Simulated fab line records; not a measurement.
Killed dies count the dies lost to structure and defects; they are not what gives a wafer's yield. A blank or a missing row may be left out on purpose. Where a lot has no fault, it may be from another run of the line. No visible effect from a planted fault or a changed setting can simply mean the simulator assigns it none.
8D (eight disciplines) problem report, filled in by code + flow sky130 + the parts of the form that need people (team, actions taken, sign-off) are left out

== 1. WHAT WENT WRONG ==
Mean of run_length_s at SKY_FIELD_ISO_WET_ETCH_30: 58 s across 6 wafers in 2 lots; on wafers with no fault it is 79 s (standard deviation 3.3). Relative to the usual mean, that is a shift of -6.5 standard deviations.
The step: etches SiO2 in dHF, target depth 25 nm, time 50 s.
Seen first at day 4 17:38 on wet_bench-01, wafer L512.2. At this step, 42 wafers from 14 lots have a number in the record. Rule for "out", or "out of limits": more than 4 standard deviations from the usual mean. All remaining wafers that have a number are taken as sound.

== 2. WHAT IT IS, WHAT IT ISN'T ==
| question                    | is                     | is not                                                                                                         |
|-----------------------------|------------------------|----------------------------------------------------------------------------------------------------------------|
| which readings at this step | run_length_s           | -                                                                                                              |
| which lots                  | L512, L513             | L502, L505, L507, L509, L515, L518, L520, L521, L522, L523, L524, L525                                         |
| which wafers of those lots  | all that have a number | -                                                                                                              |
| read on which tools         | wet_bench-01           | wet_bench-02, wet_bench-03                                                                                     |
| when                        | from day 4 17:38       | up to then (12 sound wafers); but 24 sound wafers of L515, L518, L520, L521, L522, L523, L524, L525 came after |

== 3. SUSPECTS, AND WHAT RULES EACH OUT ==
Counting: a tool at a process step up to the reading stays a suspect if it ran every lot that is out and no sound lot after the first of them.
- rie_diel-02 at SKY_FIELD_ISO_ETCH_15 (etches the open film in CHF3/O2, stops on Si, target depth 180 nm, time 72 s): ruled out as a lasting fault. Sound lots L520, L521, L522, L523 ran on it after its first lot that is out, L512 (day 4 09:49).
- wet_bench-01 at SKY_FIELD_ISO_WET_ETCH_30 (etches SiO2 in dHF, target depth 25 nm, time 50 s): ruled out as a lasting fault. Sound lots L525 ran on it after its first lot that is out, L512 (day 4 17:38).
Left after counting: nothing in the record.

== 4. THE CAUSE (what the simulator had put in) ==
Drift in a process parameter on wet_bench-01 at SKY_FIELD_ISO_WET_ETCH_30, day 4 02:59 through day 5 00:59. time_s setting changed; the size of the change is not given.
Counting ruled it out, wrongly.

== 5. THE EFFECT CHAIN, in route order ==
Each row: a reading where the mean over the struck wafers with a number is more than 3 standard deviations away from the usual. Only readings whose record carries a usual standard deviation are examined. hours: median over the lots of the time between each lot's start at the first step of this table that gives one and its start at this step. sigmas: the change, counted in usual standard deviations.
| hours | step                      | reading      | usual | on struck wafers | change | sigmas |
|-------|---------------------------|--------------|-------|------------------|--------|--------|
| 0     | SKY_FIELD_ISO_WET_ETCH_30 | run_length_s | 79 s  | 58               | -22    | -6.5   |
Its process steps:
- SKY_FIELD_ISO_WET_ETCH_30: etches SiO2 in dHF, target depth 25 nm, time 50 s.
At these later measuring or inspecting steps, every struck wafer for which the step has a row has a number for every such reading, and none has moved that far: SKY_NWELL_OVL_MEAS_23.

== 6. WHAT WOULD HAVE CAUGHT IT SOONER ==
In this record no reading fell out of limits until day 4 17:38, 15 hours after the fault had begun at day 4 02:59.
